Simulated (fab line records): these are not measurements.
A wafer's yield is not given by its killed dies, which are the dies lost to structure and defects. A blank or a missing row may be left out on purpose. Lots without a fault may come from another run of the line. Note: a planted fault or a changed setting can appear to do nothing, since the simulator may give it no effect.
fab line records | flow gf180mcu
record: lots: 13 | wafers: 39 | last_day: 34
route steps=602 shown STI@1 VT_IMPLANT@108 HV_LDD@185 SAB@265
lots untouched by any fault: they come from a run of this same line in which no faults occurred
start_h: the number of hours between the record's first day and the start of the first shown wafer of the lot | wait_h: hours since the lot's step before | " repeats the value in the row above | L1.1+2: one row covering several wafers at once | - no value, or no start given | * or withheld: withheld | < > ~ a bound
route shown NAME@n: a module of which the file shows steps, and the number in the route of the first | usual: mean and standard deviation over wafers with no fault | same: alike in all rows | chamber/n: place in a boat | sites: each site's reading | _std_site: standard deviation of those values | _edge_site: outer sites' mean less inner sites' | radius_mm: how far each site lies from the wafer's centre | mask NAME#n: copy n | behind: the last tool/chamber to shape the wafer | hold: why the lot went on hold/how many hours it stayed there/how the hold came to an end | device: which transistor (n, p or np) failed to switch | end of line: at the end of the route, the tests of the same wafers | where a step has no rows: the recipe by itself | killed: the dies lost at the first sort to structure and to defects; this is not the yield of the wafer | map: per-die view of a wafer (x killed, . not killed, _ where there is no die)
set.NAME: the run value of the setting; set.NAME@STEP: its run value at that earlier step | model.NAME: the simulator's own value behind a step, which no gauge read
route steps across a sampled set of lots; one table per step, one row per wafer
services: from which hour (start_h, from the record's first day; less than 0 if before it) a tool's chamber was out of use, for how many hours, and why
== steps ==
step: GF_STI_BOW_MEAS_00
recipe: mode: bow
usual: INCOMING_BOW: 1/6.3
lot.wafer | tool          | chamber | start_h | wait_h | INCOMING_BOW[um]
L839.2    | film_metro-02 | -       | 10.02   | -      | -12
L839.4    | "             | -       | "       | "      | 1
L839.6    | "             | -       | "       | "      | -8
L840.1    | film_metro-02 | -       | 15.00   | -      | -3
L840.2    | "             | -       | "       | "      | 2
L840.4    | "             | -       | "       | "      | -1
L841.1    | film_metro-02 | -       | 20.00   | -      | 12
L841.3    | "             | -       | "       | "      | -3
L841.5    | "             | -       | "       | "      | -3
L842.2    | film_metro-01 | -       | 25.02   | -      | 2
L842.4    | "             | -       | "       | "      | 9
L842.5    | "             | -       | "       | "      | 3
L844.3    | film_metro-03 | -       | 35.04   | -      | -2
L844.4    | "             | -       | "       | "      | 8
L844.5    | "             | -       | "       | "      | 12
L846.2    | film_metro-01 | -       | 45.02   | -      | -2
L846.3    | "             | -       | "       | "      | -9
L846.6    | "             | -       | "       | "      | 1
L848.1    | film_metro-02 | -       | 55.00   | -      | 7
L848.4    | "             | -       | "       | "      | -1
L848.6    | "             | -       | "       | "      | 0
L849.1    | film_metro-02 | -       | 60.00   | -      | -4
L849.3    | "             | -       | "       | "      | -1
L849.4    | "             | -       | "       | "      | -7
L851.1    | film_metro-03 | -       | 70.00   | -      | 0
L851.2    | "             | -       | "       | "      | -3
L851.6    | "             | -       | "       | "      | -4
L856.1    | film_metro-03 | -       | 95.00   | -      | -5
L856.4    | "             | -       | "       | "      | -11
L856.5    | "             | -       | "       | "      | 8
L857.1    | film_metro-01 | -       | 100.00  | -      | 4
L857.3    | "             | -       | "       | "      | -2
L857.5    | "             | -       | "       | "      | 0
L858.1    | film_metro-02 | -       | 105.00  | -      | -5
L858.5    | "             | -       | "       | "      | 15
L858.6    | "             | -       | "       | "      | 6
L861.2    | film_metro-02 | -       | 120.02  | -      | 2
L861.4    | "             | -       | "       | "      | 3
L861.6    | "             | -       | "       | "      | 0
step: GF_VT_IMPLANT_OVL_MEAS_18
usual: VT_IMPLANT_01_OVL: 1.1/1.2
lot.wafer | tool       | chamber | start_h | wait_h | VT_IMPLANT_01_OVL[nm]
L839.2    | overlay-01 | -       | 133.15  | 0.1    | 0.8
L839.4    | "          | -       | "       | "      | 0.7
L839.6    | "          | -       | "       | "      | 0.8
L840.1    | overlay-02 | -       | 136.51  | 0.1    | -0.9
L840.2    | "          | -       | "       | "      | 0.7
L840.4    | "          | -       | "       | "      | -0.4
L841.1    | overlay-02 | -       | 140.96  | 0.1    | 0.7
L841.3    | "          | -       | "       | "      | 0.1
L841.5    | "          | -       | "       | "      | 3.1
L842.2    | overlay-02 | -       | 154.75  | 0.1    | 2.0
L842.4    | "          | -       | "       | "      | 2.1
L842.5    | "          | -       | "       | "      | 1.4
L844.3    | overlay-01 | -       | 159.11  | 0.1    | -0.3
L844.4    | "          | -       | "       | "      | 0.7
L844.5    | "          | -       | "       | "      | 0.4
L846.2    | overlay-01 | -       | 168.87  | 0.1    | 0.0
L846.3    | "          | -       | "       | "      | 1.1
L846.6    | "          | -       | "       | "      | 0.8
L848.1    | overlay-01 | -       | 182.31  | 0.1    | 0.9
L848.4    | "          | -       | "       | "      | 0.3
L848.6    | "          | -       | "       | "      | 0.3
L849.1    | overlay-02 | -       | 193.27  | 0.1    | 1.0
L849.3    | "          | -       | "       | "      | 1.2
L849.4    | "          | -       | "       | "      | 1.2
L851.1    | overlay-01 | -       | 202.91  | 0.1    | -0.5
L851.2    | "          | -       | "       | "      | 2.4
L851.6    | "          | -       | "       | "      | 2.5
L856.1    | overlay-02 | -       | 233.86  | 0.1    | 0.4
L856.4    | "          | -       | "       | "      | -0.5
L856.5    | "          | -       | "       | "      | 1.0
L857.1    | overlay-02 | -       | 242.55  | 0.1    | 1.9
L857.3    | "          | -       | "       | "      | 1.5
L857.5    | "          | -       | "       | "      | 3.2
L858.1    | overlay-01 | -       | 247.76  | 0.1    | 0.7
L858.5    | "          | -       | "       | "      | 4.3
L858.6    | "          | -       | "       | "      | 2.7
L861.2    | overlay-02 | -       | 268.32  | 0.1    | 3.2
L861.4    | "          | -       | "       | "      | 3.2
L861.6    | "          | -       | "       | "      | 1.9
step: GF_HV_LDD_IMPLANT_09
recipe: species: As | energy_kev: 40 | dose_cm2: 1e+14 | tilt_deg: 7
usual: beam_on_s: 10.01/0.22 | dose_ions_cm2: 1.0001e+14/1e+11 | faraday_current_uA: 563/13
lot.wafer | tool         | chamber | start_h | wait_h | beam_on_s | dose_ions_cm2 | faraday_current_uA
L839.2    | implanter-04 | 0       | 223.27  | 0.0    | 10.12     | 1.002e+14     | 558
L839.4    | "            | 0       | "       | "      | 9.77      | 1.0008e+14    | 578
L839.6    | "            | 0       | "       | "      | 9.87      | 1.0005e+14    | 570
L840.1    | implanter-01 | 0       | 227.25  | 0.0    | 9.91      | 1.0003e+14    | 565
L840.2    | "            | 0       | "       | "      | 10.07     | 1.0019e+14    | 562
L840.4    | "            | 0       | "       | "      | 9.90      | 1.0008e+14    | 569
L841.1    | implanter-04 | 0       | 234.67  | 0.0    | 9.88      | 9.996e+13     | 571
L841.3    | "            | 0       | "       | "      | 10.14     | 9.985e+13     | 557
L841.5    | "            | 0       | "       | "      | 9.91      | 9.996e+13     | 566
L842.2    | implanter-03 | 0       | 248.52  | 0.0    | 10.44     | 9.988e+13     | 539
L842.4    | "            | 0       | "       | "      | 10.26     | 1.0014e+14    | 548
L842.5    | "            | 0       | "       | "      | 10.30     | 9.998e+13     | 546
L844.3    | implanter-04 | 0       | 254.77  | 0.1    | 9.92      | 1.0003e+14    | 570
L844.4    | "            | 0       | "       | "      | 9.98      | 9.995e+13     | 567
L844.5    | "            | 0       | "       | "      | 10.27     | 1.0012e+14    | 547
L846.2    | implanter-04 | 0       | 263.92  | 0.0    | 10.00     | 1.0005e+14    | 565
L846.3    | "            | 0       | "       | "      | 10.60     | 1.0012e+14    | 529
L846.6    | "            | 0       | "       | "      | 10.21     | 9.999e+13     | 556
L848.1    | implanter-01 | 0       | 281.70  | 0.0    | 9.91      | 1e+14         | 568
L848.4    | "            | 0       | "       | "      | 9.85      | 1.0008e+14    | 569
L848.6    | "            | 0       | "       | "      | 10.16     | 1.0004e+14    | 554
L849.1    | implanter-04 | 0       | 292.45  | 0.0    | 10.11     | 1.001e+14     | 559
L849.3    | "            | 0       | "       | "      | 10.07     | 9.987e+13     | 558
L849.4    | "            | 0       | "       | "      | 9.91      | 1.0006e+14    | 569
L851.1    | implanter-01 | 0       | 305.75  | 0.0    | 9.96      | 9.991e+13     | 564
L851.2    | "            | 0       | "       | "      | 10.02     | 9.994e+13     | 560
L851.6    | "            | 0       | "       | "      | 10.09     | 9.99e+13      | 557
L856.1    | implanter-04 | 0       | 346.92  | 0.0    | 9.70      | 8.88e+13      | 513
L856.4    | "            | 0       | "       | "      | 9.71      | 8.858e+13     | 512
L856.5    | "            | 0       | "       | "      | 10.05     | 8.859e+13     | 496
L857.1    | implanter-03 | 0       | 352.92  | 0.0    | 9.77      | 1e+14         | 577
L857.3    | "            | 0       | "       | "      | 10.19     | 9.997e+13     | 551
L857.5    | "            | 0       | "       | "      | 9.96      | 9.999e+13     | 568
L858.1    | implanter-04 | 0       | 357.22  | 0.0    | 10.17     | 8.848e+13     | 492
L858.5    | "            | 0       | "       | "      | 9.95      | 8.843e+13     | 501
L858.6    | "            | 0       | "       | "      | 10.17     | 8.85e+13      | 490
L861.2    | implanter-03 | 0       | 381.29  | 0.0    | 10.19     | 9.991e+13     | 554
L861.4    | "            | 0       | "       | "      | 9.97      | 1.0012e+14    | 563
L861.6    | "            | 0       | "       | "      | 9.78      | 1.0007e+14    | 576
step: GF_HV_LDD_TW_MEAS_11
usual: HV_LDD_TW: 2409/10
lot.wafer | tool          | chamber | start_h | wait_h | HV_LDD_TW
L839.2    | film_metro-04 | -       | 223.51  | 0.1    | 2411
L839.4    | "             | -       | "       | "      | 2410
L839.6    | "             | -       | "       | "      | 2411
L840.1    | film_metro-03 | -       | 227.50  | 0.1    | 2415
L840.2    | "             | -       | "       | "      | 2403
L840.4    | "             | -       | "       | "      | 2419
L841.1    | film_metro-01 | -       | 234.92  | 0.1    | 2411
L841.3    | "             | -       | "       | "      | 2392
L841.5    | "             | -       | "       | "      | 2406
L842.2    | film_metro-01 | -       | 248.76  | 0.1    | 2405
L842.4    | "             | -       | "       | "      | 2410
L842.5    | "             | -       | "       | "      | 2408
L844.3    | film_metro-04 | -       | 254.99  | 0.1    | 2408
L844.4    | "             | -       | "       | "      | 2407
L844.5    | "             | -       | "       | "      | 2415
L846.2    | film_metro-04 | -       | 264.16  | 0.1    | 2399
L846.3    | "             | -       | "       | "      | 2403
L846.6    | "             | -       | "       | "      | 2410
L848.1    | film_metro-03 | -       | 281.95  | 0.1    | 2389
L848.4    | "             | -       | "       | "      | 2391
L848.6    | "             | -       | "       | "      | 2389
L849.1    | film_metro-01 | -       | 292.70  | 0.1    | 2402
L849.3    | "             | -       | "       | "      | 2402
L849.4    | "             | -       | "       | "      | 2411
L851.1    | film_metro-04 | -       | 306.00  | 0.1    | 2412
L851.2    | "             | -       | "       | "      | 2403
L851.6    | "             | -       | "       | "      | 2394
L856.1    | film_metro-04 | -       | 347.17  | 0.1    | 2340
L856.4    | "             | -       | "       | "      | 2319
L856.5    | "             | -       | "       | "      | 2339
L857.1    | film_metro-04 | -       | 353.17  | 0.1    | 2409
L857.3    | "             | -       | "       | "      | 2407
L857.5    | "             | -       | "       | "      | 2405
L858.1    | film_metro-03 | -       | 357.48  | 0.1    | 2343
L858.5    | "             | -       | "       | "      | 2338
L858.6    | "             | -       | "       | "      | 2356
L861.2    | film_metro-04 | -       | 381.53  | 0.1    | 2403
L861.4    | "             | -       | "       | "      | 2405
L861.6    | "             | -       | "       | "      | 2402
step: GF_HV_LDD_RS_MEAS_53
recipe: thk_meas_gauge: four-point-probe
usual: HV_LDD_RS: 418.3/0.8
lot.wafer | tool          | chamber | start_h | wait_h | HV_LDD_RS[ohm/sq]
L839.2    | film_metro-01 | -       | 281.26  | 0.1    | 417.8
L839.4    | "             | -       | "       | "      | 419.3
L839.6    | "             | -       | "       | "      | 419.4
L840.1    | film_metro-04 | -       | 285.80  | 0.1    | 418.5
L840.2    | "             | -       | "       | "      | 419.6
L840.4    | "             | -       | "       | "      | 418.3
L841.1    | film_metro-04 | -       | 294.19  | 0.1    | 417.7
L841.3    | "             | -       | "       | "      | 417.2
L841.5    | "             | -       | "       | "      | 418.6
L842.2    | film_metro-03 | -       | 307.84  | 0.1    | 419.0
L842.4    | "             | -       | "       | "      | 418.4
L842.5    | "             | -       | "       | "      | 419.2
L844.3    | film_metro-04 | -       | 315.83  | 0.1    | 417.6
L844.4    | "             | -       | "       | "      | 418.0
L844.5    | "             | -       | "       | "      | 419.0
L846.2    | film_metro-01 | -       | 325.56  | 0.1    | 419.2
L846.3    | "             | -       | "       | "      | 418.7
L846.6    | "             | -       | "       | "      | 418.4
L848.1    | film_metro-03 | -       | 344.45  | 0.1    | 417.3
L848.4    | "             | -       | "       | "      | 419.0
L848.6    | "             | -       | "       | "      | 417.9
L849.1    | film_metro-03 | -       | 357.12  | 0.1    | 416.4
L849.3    | "             | -       | "       | "      | 417.0
L849.4    | "             | -       | "       | "      | 416.3
L851.1    | film_metro-03 | -       | 370.12  | 0.1    | 417.6
L851.2    | "             | -       | "       | "      | 418.2
L851.6    | "             | -       | "       | "      | 418.7
L856.1    | film_metro-03 | -       | 416.26  | 0.1    | 441.5
L856.4    | "             | -       | "       | "      | 441.2
L856.5    | "             | -       | "       | "      | 440.2
L857.1    | film_metro-04 | -       | 422.09  | 0.1    | 417.0
L857.3    | "             | -       | "       | "      | 418.2
L857.5    | "             | -       | "       | "      | 418.2
L858.1    | film_metro-01 | -       | 427.57  | 0.1    | 441.8
L858.5    | "             | -       | "       | "      | 440.9
L858.6    | "             | -       | "       | "      | 440.0
L861.2    | film_metro-03 | -       | 453.59  | 0.1    | 418.6
L861.4    | "             | -       | "       | "      | 417.9
L861.6    | "             | -       | "       | "      | 418.3
step: GF_SAB_THK_MEAS_01
recipe: reads: SiO2_of_SAB_CVD_00
usual: SAB_CVD_00_THK: 50.0/0.7
lot.wafer | tool          | chamber | start_h | wait_h | SAB_CVD_00_THK[nm]
L839.2    | film_metro-02 | -       | 326.73  | 0.0    | 49.2
L839.4    | "             | -       | "       | "      | 50.2
L839.6    | "             | -       | "       | "      | 49.8
L840.1    | film_metro-03 | -       | 330.72  | 0.0    | 49.6
L840.2    | "             | -       | "       | "      | 49.7
L840.4    | "             | -       | "       | "      | 50.2
L841.1    | film_metro-03 | -       | 339.67  | 0.0    | 49.6
L841.3    | "             | -       | "       | "      | 49.1
L841.5    | "             | -       | "       | "      | 49.6
L842.2    | film_metro-01 | -       | 352.66  | 0.0    | 48.5
L842.4    | "             | -       | "       | "      | 49.6
L842.5    | "             | -       | "       | "      | 49.7
L844.3    | film_metro-02 | -       | 361.87  | 0.0    | 49.1
L844.4    | "             | -       | "       | "      | 50.6
L844.5    | "             | -       | "       | "      | 50.3
L846.2    | film_metro-02 | -       | 371.72  | 0.0    | 49.8
L846.3    | "             | -       | "       | "      | 49.4
L846.6    | "             | -       | "       | "      | 49.5
L848.1    | film_metro-03 | -       | 392.65  | 0.0    | 49.9
L848.4    | "             | -       | "       | "      | 50.8
L848.6    | "             | -       | "       | "      | 51.2
L849.1    | film_metro-02 | -       | 406.30  | 0.0    | 49.2
L849.3    | "             | -       | "       | "      | 50.1
L849.4    | "             | -       | "       | "      | 50.3
L851.1    | film_metro-03 | -       | 419.50  | 0.0    | 49.3
L851.2    | "             | -       | "       | "      | 50.2
L851.6    | "             | -       | "       | "      | 50.7
L856.1    | film_metro-03 | -       | 468.85  | 0.0    | 49.8
L856.4    | "             | -       | "       | "      | 50.7
L856.5    | "             | -       | "       | "      | 50.5
L857.1    | film_metro-03 | -       | 474.25  | 0.0    | 49.8
L857.3    | "             | -       | "       | "      | 50.1
L857.5    | "             | -       | "       | "      | 51.0
L858.1    | film_metro-02 | -       | 479.77  | 0.0    | 50.2
L858.5    | "             | -       | "       | "      | 50.3
L858.6    | "             | -       | "       | "      | 52.2
L861.2    | film_metro-02 | -       | 504.81  | 0.0    | 49.8
L861.4    | "             | -       | "       | "      | 51.0
L861.6    | "             | -       | "       | "      | 50.8
== services ==
tool         | chamber | start_h | hours | kind
implanter-03 | -       | 211.96  | 1.3   | repair
implanter-01 | -       | 212.86  | 3.9   | pm
implanter-03 | -       | 227.89  | 3.5   | pm
implanter-01 | -       | 243.54  | 1.2   | repair
implanter-04 | -       | 246.40  | 3.7   | pm
implanter-03 | -       | 271.10  | 0.6   | repair
implanter-03 | -       | 290.77  | 2.9   | repair
implanter-04 | -       | 297.11  | 1.7   | repair
implanter-01 | -       | 348.10  | 3.4   | pm
== key ==
first_sign: step: GF_HV_LDD_IMPLANT_09 | reading: dose_ions_cm2 | direction: down | sigmas: 99+ | usual: 1.0001e+14 | struck: 8.856e+13
effect: step: GF_HV_LDD_IMPLANT_09 | reading: faraday_current_uA | direction: down | sigmas: 4.9 | usual: 563 | struck: 501
effect: step: GF_HV_LDD_TW_MEAS_11 | reading: HV_LDD_TW | direction: down | sigmas: 6.7 | usual: 2409 | struck: 2339
effect: step: GF_HV_LDD_RS_MEAS_53 | reading: HV_LDD_RS | direction: up | sigmas: 29 | usual: 418.3 | struck: 441.0
met_at GF_HV_LDD_IMPLANT_09
struck_lots L856,L858
tester_left_out L856,L858
not_acting_at GF_STI_BOW_MEAS_00,GF_VT_IMPLANT_OVL_MEAS_18,GF_SAB_THK_MEAS_01
onset_between 292.45 346.92
fault: kind: process_parameter_drift | tool: implanter-04 | chamber: - | onset_h: 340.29 | steps: GF_HV_LDD_IMPLANT_09 | channel: dose_cm2 | offset: -1.1446e+13 | shape: step | end_h: 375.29 | acts_in: these_recipes_only | stated: 1e+14
tester_left_out: of these lots the tester's yield and bins aren't shown, on N5 and GAA mostly nor the transistor test; their killed dies are dies lost to structure and defects alone, not to doping, threshold or leakage, so they don't give the yield
